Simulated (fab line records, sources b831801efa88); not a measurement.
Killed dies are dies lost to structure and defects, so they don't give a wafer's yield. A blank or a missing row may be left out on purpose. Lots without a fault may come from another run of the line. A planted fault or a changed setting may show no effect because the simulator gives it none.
A struck lot beside a sound one | flow sky130 | 16 steps out of a route of 708
Sound: wafers L325.1, L325.2, L325.3. Struck: wafer L333.6. (L333.1, L333.3 of the same lot were not struck and are left out.) The cause comes at the end.
At each step with rows: each side's tool, then ch and its chambers, then its first start. Under that, the readings that differ: sound wafers | struck wafers | difference of the means | sigmas: that difference in standard deviations of wafers without a fault.
alike: readings whose means differ by less than 2 such deviations, and words and numbers that are the same on both sides. not compared: withheld readings, readings that some wafer has no value for, bounds like >300 that may hide the same value, and numbers for which the record gives no deviation and whose values overlap.
The two part at a step that has a row with sigmas, a row that says differs or no value, or rows on one side only. Numbers that don't overlap but have no deviation are shown without sigmas and don't part them. A reading that every wafer of one side lacks parts them only if that side has two wafers or more.

first, 2 steps without rows for these wafers: SKY_METAL4_PEB_11; SKY_METAL4_DEVELOP_12 (develop time 60 s).
SKY_METAL4_CD_MEAS_13: target cd 300 nm.
  sound on cd_sem-02, day 42 09:41; struck on cd_sem-01, day 44 03:22
  alike: cd_nm
SKY_METAL4_OVL_MEAS_14:
  sound on overlay-01, day 42 09:48; struck on overlay-01, day 44 03:29
  alike: METAL4_OVL
then, 1 step without rows for these wafers: SKY_METAL4_DESCUM_15 (chemistry O2, time 8 s).
SKY_METAL4_ETCH_16: etches BARC in N2/H2, stops on SiO2, time 88.2 s, target depth 60 nm.
  sound on rie_metal-04 ch 0,1, day 42 09:52; struck on rie_metal-04 ch 0, day 44 03:34
  alike: chamber_pressure_mTorr, drypump_motor_current_A, oes_product_au, throttle_valve_pct
  not compared: rf_hours_counter_h
SKY_METAL4_ETCH_17: etches SiO2 in C4F8/O2/Ar, stops on TiN, time 3.9 s, target depth 15 nm.
  sound on rie_diel-04 ch 1,2,3, day 42 09:58; struck on rie_diel-01 ch 1, day 44 03:40
  alike: chamber_pressure_mTorr, oes_product_au
  not compared: rf_hours_counter_h
SKY_METAL4_METAL_ETCH_18: etches the open film in Cl2/BCl3, stops on SiO2, target depth 845 nm, time 183.1 s.
  sound on rie_metal-03 ch 0,1, day 42 09:59; struck on rie_metal-03 ch 0, day 44 03:41
  alike: chamber_pressure_mTorr, drypump_motor_current_A, oes_product_au, throttle_valve_pct
  not compared: rf_hours_counter_h
SKY_METAL4_STRIP_19: strips in O2/N2.
  sound on plasma_asher-02 ch 0,1, day 42 10:10; struck on plasma_asher-02 ch 1, day 44 03:51
  reading               | sound             | struck | difference | sigmas
  oes_product_au (a.u.) | 0.499 0.500 0.497 | 0.513  | +0.014     | +2
  alike: chamber_pressure_mTorr, drypump_motor_current_A, strip_time_to_endpoint_s
  not compared: rf_hours_counter_h
then, 3 steps without rows for these wafers: SKY_METAL4_STRIP_20 (strips in post etch residue remover, time 1200 s); SKY_METAL4_CLEAN_21 (cleans in IPA, time 180 s); SKY_METAL4_CLEAN_22 (cleans in O3/DIW).
SKY_VIA4_HDPCVD_00: deposits SiO2, target thk 1750 nm, time 291.7 s.
  sound on hdpcvd-02 ch 0,1,2, day 42 10:47; struck on hdpcvd-02 ch 1, day 44 04:32
  reading                                  | sound          | struck | difference | sigmas
  model.SiO2_of_VIA4_HDPCVD_00.thk_nm (nm) | 1732 1748 1725 | 1361   | -374       |
SKY_VIA4_THK_MEAS_01:
  sound on film_metro-01, day 42 10:58; struck on film_metro-02, day 44 04:43
  reading              | sound          | struck | difference | sigmas
  VIA4_HDPCVD_THK (nm) | 1731 1749 1724 | 1362   | -373       | -23
SKY_VIA4_CMP_02: polishes SiO2.
  sound on cmp-02 ch 0,1,3, day 42 11:02; struck on cmp-01 ch 1, day 44 04:52
  alike: motor_current_A
-- the record jumps here: 4 days lie between the struck wafers' starts before and after (it left off in module VIA4 and takes up again in module PAD_OPEN, whose first step shown is number 708 of the route) --
SKY_PAD_OPEN_PROBE_99:
  sound on prober-02, day 46 09:14; struck on prober-02, day 47 22:49
  reading                               | sound                | struck | difference | sigmas
  killed_at_other                       | 0 0 0                | 3      | +3         | +5
  model.etest.met5_comb.leak_log10_a_um | -12.04 -11.97 -12.03 | -11.14 | +0.87      |
  alike: defect_limited_yield, killed_at_M0_to_M3, killed_at_M4_up, killed_at_contacts, killed_at_front_end, killed_dies, killed_open, killed_short, sort_bin_3_pad_short, sort_bin_5_function, sort_bin_6_memory, sort_n_pass, sort_yield_pct

WHERE THEY PART
First at SKY_METAL4_STRIP_19; last, within this record, at SKY_PAD_OPEN_PROBE_99.

WHY: what the simulator had put in
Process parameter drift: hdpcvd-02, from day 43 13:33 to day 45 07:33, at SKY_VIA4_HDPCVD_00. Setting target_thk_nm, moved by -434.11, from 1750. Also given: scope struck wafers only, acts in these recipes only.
